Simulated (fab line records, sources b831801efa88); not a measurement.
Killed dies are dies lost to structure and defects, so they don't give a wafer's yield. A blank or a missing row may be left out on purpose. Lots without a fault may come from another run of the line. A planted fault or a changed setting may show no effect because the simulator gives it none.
A struck lot beside a sound one | flow sky130 | 35 steps out of a route of 708
Sound: wafers L100.2, L100.5, L100.6. Struck: wafers L996.2, L996.4, L996.5. The cause comes at the end.
At each step with rows: each side's tool, then ch and its chambers, then its first start. Under that, the readings that differ: sound wafers | struck wafers | difference of the means | sigmas: that difference in standard deviations of wafers without a fault.
alike: readings whose means differ by less than 2 such deviations, and words and numbers that are the same on both sides. not compared: withheld readings, readings that some wafer has no value for, bounds like >300 that may hide the same value, and numbers for which the record gives no deviation and whose values overlap.
The two part at a step that has a row with sigmas, a row that says differs or no value, or rows on one side only. Numbers that don't overlap but have no deviation are shown without sigmas and don't part them. A reading that every wafer of one side lacks parts them only if that side has two wafers or more.

first, 9 steps without rows for these wafers: SKY_METAL4_DESCUM_15 (chemistry O2, time 8 s); SKY_METAL4_ETCH_16 (etches BARC in N2/H2, stops on SiO2, time 88.2 s, target depth 60 nm); SKY_METAL4_ETCH_17 (etches SiO2 in C4F8/O2/Ar, stops on TiN, time 3.9 s, target depth 15 nm); SKY_METAL4_METAL_ETCH_18 (etches the open film in Cl2/BCl3, stops on SiO2, target depth 845 nm, time 183.1 s); SKY_METAL4_STRIP_19 (strips in O2/N2); SKY_METAL4_STRIP_20 (strips in post etch residue remover, time 1200 s); SKY_METAL4_CLEAN_21 (cleans in IPA, time 180 s); SKY_METAL4_CLEAN_22 (cleans in O3/DIW); SKY_VIA4_HDPCVD_00 (deposits SiO2, target thk 1750 nm, time 291.7 s).
SKY_VIA4_CMP_02: polishes SiO2.
  sound on cmp-02 ch 0,3, day 47 14:19; struck on cmp-01 ch 0,2, day 46 17:07
  reading                                  | sound           | struck            | difference | sigmas
  model.SiO2_of_VIA4_HDPCVD_00.thk_nm (nm) | 579.5 577.8 579 | 521.3 521.9 521.4 | -57.2      |
  alike: edge_zone_pressure_frac, motor_current_A, slurry_flow_ml_min
then, 7 steps without rows for these wafers: SKY_VIA4_DEHYDRATE_04 (time 60 s); SKY_VIA4_HMDS_05 (prime time 60 s); SKY_VIA4_COAT_06 (resist thk 1140 nm); SKY_VIA4_SOFTBAKE_07 (time 60 s); SKY_VIA4_EXPOSE_08 (exposes mask VIM4, target cd 800 nm); SKY_VIA4_PEB_09; SKY_VIA4_DEVELOP_10 (develop time 60 s).
SKY_VIA4_ETCH_12: etches SiO2 in C4F8/O2/Ar, stops on TiN, target depth 580 nm.
  sound on rie_diel-02 ch 1,2,3, day 48 10:13; struck on rie_diel-01 ch 0,2, day 47 13:22
  reading                          | sound             | struck            | difference | sigmas
  oes_product_au (a.u.)            | 0.931 0.927 0.918 | 0.862 0.874 0.876 | -0.055     | -12
  model.VIA4.feature_depth_nm (nm) | 579.5 577.8 579   | 521.3 521.9 521.4 | -57.2      |
  model.etch.depth_nm (nm)         | 579.5 577.8 579   | 521.3 521.9 521.4 | -57.2      |
then, 15 steps without rows for these wafers: SKY_VIA4_STRIP_13 (strips in O2/N2); SKY_VIA4_STRIP_14 (strips in post etch residue remover, time 1200 s); SKY_VIA4_CLEAN_15 (cleans in IPA, time 180 s); SKY_VIA4_CLEAN_16 (cleans in O3/DIW); SKY_VIA4_SPUTTER_17 (material TiN, target thk 20 nm, time 80 s); SKY_VIA4_CVD_18 (deposits W, target thk 505 nm, time 152.14 s); SKY_VIA4_CMP_21 (polishes, stops on SiO2, t overpolish 25 s, target thk 0 nm); SKY_METAL5_SPUTTER_00 (material Ti, target thk 15 nm, time 10 s); SKY_METAL5_SPUTTER_01 (material TiN, target thk 20 nm, time 16.7 s); SKY_METAL5_SPUTTER_02 (material AlCu, target thk 1150 nm, time 61.2 s); SKY_METAL5_SPUTTER_03 (material Ti, target thk 5 nm, time 3.3 s); SKY_METAL5_SPUTTER_04 (material TiN, target thk 70 nm, time 58.3 s); SKY_METAL5_DEHYDRATE_07 (time 60 s); SKY_METAL5_HMDS_08 (prime time 60 s); SKY_METAL5_COAT_09 (resist thk 1800 nm).
SKY_METAL5_METAL_ETCH_15: etches the open film in Cl2/BCl3, stops on SiO2, target depth 1260 nm, time 252 s.
  sound on rie_metal-04 ch 0,1, day 49 06:23; struck on rie_metal-02 ch 1, day 48 10:58
  reading                                  | sound             | struck          | difference | sigmas
  model.SiO2_of_VIA4_HDPCVD_00.thk_nm (nm) | 549.4 546.2 548.9 | 491.3 492 491.4 | -56.6      |
  alike: drypump_motor_current_A, he_backside_leak_sccm, mfc_cl2_sccm, oes_product_au, throttle_valve_pct
  not compared: rf_hours_counter_h
SKY_PAD_OPEN_PROBE_99:
  sound on prober-01, day 50 19:29; struck on prober-01, day 50 03:19
  alike: defect_limited_yield, killed_at_M0_to_M3, killed_at_M4_up, killed_at_contacts, killed_at_front_end, killed_at_other, killed_dies, killed_on_rim, killed_open, killed_short, sort_bin_3_pad_short, sort_bin_5_function, sort_bin_6_memory, sort_n_pass, sort_yield_pct

WHERE THEY PART
Only at SKY_VIA4_ETCH_12, within this record. Later steps at which nothing parts them and some readings are alike: SKY_METAL5_METAL_ETCH_15, SKY_PAD_OPEN_PROBE_99.

WHY: what the simulator had put in
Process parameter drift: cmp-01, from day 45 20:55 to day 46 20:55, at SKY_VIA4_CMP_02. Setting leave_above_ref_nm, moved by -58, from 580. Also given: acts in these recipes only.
